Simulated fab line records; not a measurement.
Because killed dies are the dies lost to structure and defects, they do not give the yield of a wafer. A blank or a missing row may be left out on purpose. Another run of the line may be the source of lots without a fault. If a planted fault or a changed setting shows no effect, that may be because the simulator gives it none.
A lot that was struck, set against a sound lot / flow sky130 / 15 out of 708 route steps
Sound: these wafers, L568.1, L568.2, L568.3. Struck: wafers L577.1, L577.2. (L577.6 of the same lot was not struck and is left out.) The cause comes at the end.
For every step that has rows: the tool of each side, followed by ch and its chambers, followed by its first start. Under that, the readings that differ: sound wafers / struck wafers / difference of the means / sigmas: that difference in standard deviations of wafers without a fault.
alike: words and numbers the same on both sides, and readings whose means are apart by under 2 such deviations; not compared: readings that were withheld, readings missing a value for some wafer, numbers with overlapping values and no deviation given by the record, and bounds like >300 which may hide the same value.
Wherever a step has rows on one side only, a row that says differs or no value, or a row with sigmas, the two part there. When numbers do not overlap yet have no deviation, they are printed without sigmas and do not part them. A reading missing from all wafers of one side parts the sides only when that side holds two or more wafers.

SKY_VIA3_OVL_MEAS_13:
  sound: overlay-02 at day 39 17:08; struck: overlay-02 at day 42 16:55
  alike: VIA3_OVL
SKY_VIA3_ETCH_14: etches BARC in N2/H2, stops on SiO2, time 45.9 s, target depth 60 nm.
  sound on rie_diel-01 ch 0,1,3, day 39 17:10; struck on rie_diel-04 ch 0,3, day 42 16:58
reading=rf_hours_counter_h (h); sound=19 9 5; struck=31 20; difference=+14; sigmas=
  alike: chamber_pressure_mTorr, drypump_motor_current_A, oes_product_au, throttle_valve_pct
SKY_VIA3_ETCH_15: etches SiO2 in C4F8/O2/Ar, stops on TiN, target depth 507 nm, time 78 s.
  sound on rie_diel-01 ch 0,1,3, day 39 17:13; struck on rie_diel-04 ch 0,3, day 42 17:00
reading=rf_hours_counter_h (h); sound=19 9 5; struck=31 20; difference=+14; sigmas=
  alike: chamber_pressure_mTorr, oes_product_au
SKY_VIA3_STRIP_16: strips in O2/N2.
  sound on plasma_asher-02 ch 0,1, day 39 17:16; struck on plasma_asher-01 ch 0,1, day 42 17:04
  alike: chamber_pressure_mTorr, drypump_motor_current_A, oes_product_au, strip_time_to_endpoint_s
  not compared: rf_hours_counter_h
then, 3 steps without rows for these wafers: SKY_VIA3_STRIP_17 (strips in post etch residue remover, time 1200 s); SKY_VIA3_CLEAN_18 (cleans in IPA, time 180 s); SKY_VIA3_CLEAN_19 (cleans in O3/DIW).
SKY_VIA3_SPUTTER_20: material TiN, target thk 20 nm, time 80 s.
  sound: pvd_sputter-04 at day 39 17:52; struck: pvd_sputter-01 at day 42 17:39
  alike: throttle_valve_pct
then, 1 step without rows for these wafers: SKY_VIA3_CVD_21 (deposits W, target thk 390 nm, time 117.31 s).
SKY_VIA3_RS_MEAS_22: a four-point-probe measurement.
  sound: film_metro-04 at day 39 18:03; struck: film_metro-04 at day 42 17:50
  alike: VIA3_W_RS
SKY_VIA3_THK_MEAS_23: measures by xrf.
  sound: film_metro-04 at day 39 18:10; struck: film_metro-04 at day 42 17:58
  alike: VIA3_W_THK
then, 1 step without rows for these wafers: SKY_VIA3_CMP_24 (polishes, stops on SiO2, t overpolish 20 s, target thk 0 nm).
SKY_METAL4_SPUTTER_00: material Ti, target thk 15 nm, time 10 s.
  sound: pvd_sputter-04 at day 39 18:32; struck: pvd_sputter-04 at day 42 18:19
reading=model.Ti_of_METAL4_SPUTTER_00.thk_nm (nm); sound=14.89 14.86 14.8; struck=20.46 20.23; difference=+5.49; sigmas=
  alike: throttle_valve_pct
SKY_METAL4_SPUTTER_01: material TiN, target thk 20 nm, time 16.7 s.
  sound: pvd_sputter-04 at day 39 18:33; struck: pvd_sputter-04 at day 42 18:20
  alike: throttle_valve_pct
-- the record jumps here: 6 days lie between the struck wafers' starts before and after (it left off in module METAL4 and takes up again in module PAD_OPEN, whose first step shown is number 708 of the route) --
SKY_PAD_OPEN_PROBE_99:
  sound: prober-02 at day 45 21:56; struck: prober-01 at day 48 11:25
reading=killed_at_M0_to_M3; sound=55 53 52; struck=38 30; difference=-19; sigmas=-3
  alike: defect_limited_yield, killed_at_M4_up, killed_at_contacts, killed_at_front_end, killed_dies, killed_open, killed_short, sort_bin_3_pad_short, sort_bin_5_function, sort_bin_6_memory, sort_n_pass, sort_yield_pct

## WHERE THEY PART
Within this record, at SKY_PAD_OPEN_PROBE_99 only.

WHY: the cause the simulator had injected
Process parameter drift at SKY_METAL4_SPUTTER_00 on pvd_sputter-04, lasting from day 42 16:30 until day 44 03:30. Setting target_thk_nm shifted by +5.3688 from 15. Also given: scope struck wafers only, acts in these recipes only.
